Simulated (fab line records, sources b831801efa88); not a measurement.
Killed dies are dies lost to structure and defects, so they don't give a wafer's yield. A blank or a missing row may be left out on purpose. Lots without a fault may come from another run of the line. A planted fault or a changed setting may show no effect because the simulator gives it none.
A struck lot beside a sound one | flow sky130 | 17 steps out of a route of 708
Sound: wafers L444.2, L444.4, L444.5. Struck: wafers L452.3, L452.4, L452.5. The cause comes at the end.
At each step with rows: each side's tool, then ch and its chambers, then its first start. Under that, the readings that differ: sound wafers | struck wafers | difference of the means | sigmas: that difference in standard deviations of wafers without a fault.
alike: readings whose means differ by less than 2 such deviations, and words and numbers that are the same on both sides. not compared: withheld readings, readings that some wafer has no value for, bounds like >300 that may hide the same value, and numbers for which the record gives no deviation and whose values overlap.
The two part at a step that has a row with sigmas, a row that says differs or no value, or rows on one side only. Numbers that don't overlap but have no deviation are shown without sigmas and don't part them. A reading that every wafer of one side lacks parts them only if that side has two wafers or more.

SKY_VT_ADJUST_HVTP_OVL_MEAS_08:
  sound on overlay-01, day 6 14:08; struck on overlay-01, day 8 17:15
  alike: VT_ADJUST_HVTP_OVL
then, 1 step without rows for these wafers: SKY_VT_ADJUST_HVTP_IMPLANT_09.
SKY_VT_ADJUST_HVTP_STRIP_10: strips in O2/N2.
  sound on plasma_asher-02 ch 0,1, day 6 14:19; struck on plasma_asher-03 ch 0,1, day 8 17:28
  alike: drypump_motor_current_A, o2_flow_sccm, oes_product_au, strip_time_to_endpoint_s
  not compared: rf_hours_counter_h
SKY_VT_ADJUST_HVTP_TW_MEAS_11:
  sound on film_metro-01, day 6 14:25; struck on film_metro-01, day 8 17:33
  alike: VT_ADJUST_HVTP_TW
then, 7 steps without rows for these wafers: SKY_VT_ADJUST_LVTN_DEHYDRATE_00 (time 60 s); SKY_VT_ADJUST_LVTN_HMDS_01 (prime time 60 s); SKY_VT_ADJUST_LVTN_COAT_02 (resist thk 3000 nm); SKY_VT_ADJUST_LVTN_SOFTBAKE_03; SKY_VT_ADJUST_LVTN_EXPOSE_04 (exposes mask NWM COMPLEMENT LESS NATIVE, target cd 840 nm); SKY_VT_ADJUST_LVTN_PEB_05; SKY_VT_ADJUST_LVTN_DEVELOP_06 (develop time 60 s).
SKY_VT_ADJUST_LVTN_OVL_MEAS_07:
  sound on overlay-02, day 7 09:29; struck on overlay-01, day 9 14:51
  alike: VT_ADJUST_LVTN_OVL
SKY_VT_ADJUST_LVTN_IMPLANT_08:
  sound on implanter-04 ch 0, day 7 09:33; struck on implanter-04 ch 0, day 9 14:55
  reading            | sound                            | struck                           | difference  | sigmas
  dose_ions_cm2      | 1.5713e+12 1.5706e+12 1.5737e+12 | 2.0648e+12 2.0618e+12 2.0641e+12 | +4.9170e+11 | +99 or more
  faraday_current_uA | 8.98 8.96 8.72                   | 11.01 11.56 11.60                | +2.50       | +15
SKY_VT_ADJUST_LVTN_STRIP_09: strips in O2/N2.
  sound on plasma_asher-04 ch 1, day 7 09:40; struck on plasma_asher-01 ch 0,1, day 9 15:03
  alike: drypump_motor_current_A, o2_flow_sccm, oes_product_au, strip_time_to_endpoint_s
  not compared: rf_hours_counter_h
SKY_VT_ADJUST_LVTN_TW_MEAS_10:
  sound on film_metro-04, day 7 09:47; struck on film_metro-02, day 9 15:08
  reading           | sound             | struck            | difference | sigmas
  VT_ADJUST_LVTN_TW | 241.6 240.4 240.5 | 259.6 262.1 261.2 | +20.1      | +17
then, 1 step without rows for these wafers: SKY_VT_ADJUST_LVTN_DEHYDRATE_11 (time 60 s).
-- the record jumps here: 39 days lie between the struck wafers' starts before and after (it left off in module VT_ADJUST_LVTN and takes up again in module PAD_OPEN, whose first step shown is number 708 of the route) --
SKY_PAD_OPEN_PROBE_99:
  sound on prober-02, day 46 12:00; struck on prober-01, day 48 10:32
  alike: killed_at_M0_to_M3, killed_at_M4_up, killed_at_contacts, killed_at_front_end, killed_at_other, killed_dies, killed_open, killed_short
  not compared: model.etest.nfet_01v8_lvt.vt_sat_v, model.etest.nfet_01v8_lvt.body_rise_v

WHERE THEY PART
First at SKY_VT_ADJUST_LVTN_IMPLANT_08; last, within this record, at SKY_VT_ADJUST_LVTN_TW_MEAS_10. Later steps at which nothing parts them and some readings are alike: SKY_PAD_OPEN_PROBE_99.

WHY: what the simulator had put in
Process parameter drift: implanter-04, from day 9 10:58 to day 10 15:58, at SKY_VT_ADJUST_LVTN_IMPLANT_08. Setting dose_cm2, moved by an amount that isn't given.
